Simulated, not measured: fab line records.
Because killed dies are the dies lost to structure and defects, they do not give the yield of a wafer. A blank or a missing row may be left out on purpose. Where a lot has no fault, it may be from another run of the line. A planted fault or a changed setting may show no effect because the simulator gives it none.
Check for tools in common | flow gf180mcu | Sample size 11 lots and 36 wafers

== REASON FOR OPENING ==
Of 11 lots, 1 have the reading LVPWELL_TW flagged at GF_LVPWELL_TW_MEAS_11. Fault-free wafers read 558.3, with a standard deviation of 2.9.
Rule: a lot gets a flag if all its wafers with a number sit over 4 standard deviations from that mean, or if no wafer of it has a number. The rest of the lots are taken to be sound.

lot  | measured    | on            | LVPWELL_TW, wafer by wafer    | flag
L557 | day 3 21:41 | film_metro-03 | 561.1 562.7 559.2             |
L558 | day 4 02:47 | film_metro-03 | 558.3 555.4 556.2             |
L561 | day 4 19:31 | film_metro-03 | 560.3 562.0 560.1             |
L564 | day 5 11:50 | film_metro-02 | 560.7 563.6 559.0             |
L568 | day 6 12:17 | film_metro-02 | 561.9 559.5 562.9             |
L570 | day 6 22:14 | film_metro-02 | 559.5 563.1 560.9             |
L572 | day 7 10:01 | film_metro-02 | 30.0 29.8 29.8 29.8 30.0 29.9 | FLAGGED
L577 | day 8 14:25 | film_metro-04 | 553.8 554.6 554.3             |
L578 | day 8 18:16 | film_metro-04 | 554.5 553.3 554.6             |
L579 | day 9 01:39 | film_metro-02 | 562.5 562.0 562.1             |
L580 | day 9 07:23 | film_metro-04 | 557.6 556.7 558.6             |
Flagged lots average 29.9: -528.4 relative to the usual, that is -99 or more standard deviations.

== TOOL THAT RAN EACH LOT ==
The record keeps 1 process step preceding the reading, out of 602 steps on the route. Cell contents, in order: the tool; ch with the chambers the sampled wafers went through; the start.
lot  | flag    | GF_LVPWELL_EXPOSE_04
L557 |         | iline_stepper-01 ch 0, day 3 14:39
L558 |         | iline_stepper-02 ch 0, day 3 20:12
L561 |         | iline_stepper-01 ch 0, day 4 12:55
L564 |         | iline_stepper-01 ch 0, day 5 04:41
L568 |         | iline_stepper-01 ch 0, day 6 04:20
L570 |         | iline_stepper-02 ch 0, day 6 14:37
L572 | FLAGGED | iline_stepper-02 ch 0, day 7 01:55
L577 |         | iline_stepper-01 ch 0, day 8 05:40
L578 |         | iline_stepper-01 ch 0, day 8 09:36
L579 |         | iline_stepper-01 ch 0, day 8 16:58
L580 |         | iline_stepper-02 ch 0, day 8 22:43
What is done by these steps:
- GF_LVPWELL_EXPOSE_04: exposes mask LVPWELL, target cd 600 nm.
- GF_LVPWELL_TW_MEAS_11

== FLAGGED OVER TOTAL, TOOL BY TOOL (the gauges that took the reading come last) ==
step                  | tool             | lots run | flagged | share of the flagged lots | sound lots run after its first flagged lot
GF_LVPWELL_EXPOSE_04  | iline_stepper-01 | 7        | 0       | none                      | -
GF_LVPWELL_EXPOSE_04  | iline_stepper-02 | 4        | 1       | all                       | 1 (L580)
GF_LVPWELL_TW_MEAS_11 | film_metro-02    | 5        | 1       | all                       | 1 (L579)
GF_LVPWELL_TW_MEAS_11 | film_metro-03    | 3        | 0       | none                      | -
GF_LVPWELL_TW_MEAS_11 | film_metro-04    | 3        | 0       | none                      | -

== WHAT THE TABLE PERMITS ==
In 2 table rows, all flagged lots were run: iline_stepper-02 (GF_LVPWELL_EXPOSE_04), film_metro-02 (GF_LVPWELL_TW_MEAS_11).
- iline_stepper-02 at GF_LVPWELL_EXPOSE_04: 1 of its 4 lots flagged. Sound lots ran on it after the first flagged one (L580), which a lasting fault on the whole tool wouldn't allow.
- film_metro-02 at GF_LVPWELL_TW_MEAS_11: 1 of its 5 lots flagged. Sound lots ran on it after the first flagged one (L579), which a lasting fault on the whole tool wouldn't allow.
No row of the table ran every flagged lot and no sound lot after the first.

== WHAT THE SIMULATOR HAD INSERTED ==
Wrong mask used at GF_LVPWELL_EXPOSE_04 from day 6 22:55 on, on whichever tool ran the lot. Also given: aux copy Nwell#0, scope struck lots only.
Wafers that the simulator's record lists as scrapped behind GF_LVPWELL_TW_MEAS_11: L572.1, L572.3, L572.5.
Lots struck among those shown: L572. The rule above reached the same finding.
